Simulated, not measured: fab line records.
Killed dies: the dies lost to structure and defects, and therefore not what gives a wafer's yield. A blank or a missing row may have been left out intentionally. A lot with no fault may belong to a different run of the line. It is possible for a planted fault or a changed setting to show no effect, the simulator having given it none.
A single fault, viewed from 2 desks | flow sfq_line | what lay behind the numbers comes last; until then each desk has only its own

FROM THE METROLOGY DESK
Means of the sampled wafers that have a number, per lot and without regard to the tool the lot ran on: this is what the gauges read. Any lot whose mean is over 4 standard deviations away from the usual mean is out of limits and marked OUT; that distance is given in the brackets.
Columns: A = M7_NB_RS at SFQ_M7_RS_MEAS_943, usual 0.892 ohm/sq; B = M7_OVL at SFQ_M7_OVL_MEAS_945, usual -2 nm
lot  | first seen here | A     | B
L578 | day 69 06:28    | 0.896 | -6
L580 | day 72 23:28    | 0.905 | -6
L589 | day 76 04:32    | 0.899 | 0
L591 | day 76 15:20    | 0.880 | -5
L592 | day 76 17:44    | 0.887 | -4
L598 | day 79 06:01    | 0.894 | -2
L599 | day 79 07:15    | 0.901 | -8
Finding of this desk: none of the 7 lots has anything out of limits.

DESK OF THE TOOL OWNER: rie_metal-03
The tool's own readings at SFQ_TRILAYER_M7_BARC_OPEN_METAL_ETCH_229 (etches BARC in O2, target depth 125 nm, time 41.7 s): means of the sampled wafers that have a number, for each lot that ran on this tool. Any lot whose mean is over 4 standard deviations away from the usual mean is out of limits and marked OUT; that distance is given in the brackets.
Columns: A = drypump_motor_current_A at SFQ_TRILAYER_M7_BARC_OPEN_METAL_ETCH_229, usual 5.4 A; B = oes_product_au at SFQ_TRILAYER_M7_BARC_OPEN_METAL_ETCH_229, usual 0.685 a.u.; C = rf_fwd_power_W at SFQ_TRILAYER_M7_BARC_OPEN_METAL_ETCH_229, usual 594.5 W
lot  | first seen here | A   | B     | C
L578 | day 69 12:04    | 5.5 | 0.687 | 595.7
L589 | day 76 06:57    | 5.3 | 0.683 | 594.3
L591 | day 76 17:45    | 5.3 | 0.689 | 594.9
L592 | day 76 20:09    | 5.3 | 0.689 | 593.5
L598 | day 79 14:23    | 5.2 | 0.684 | 595.6
Finding of this desk: none of the 5 lots has anything out of limits.

ALL TOGETHER
Nothing out of limits was seen by the metrology desk.
The desk of the tool owner found nothing out of limits.

WHAT THE SIMULATOR HAD INSERTED
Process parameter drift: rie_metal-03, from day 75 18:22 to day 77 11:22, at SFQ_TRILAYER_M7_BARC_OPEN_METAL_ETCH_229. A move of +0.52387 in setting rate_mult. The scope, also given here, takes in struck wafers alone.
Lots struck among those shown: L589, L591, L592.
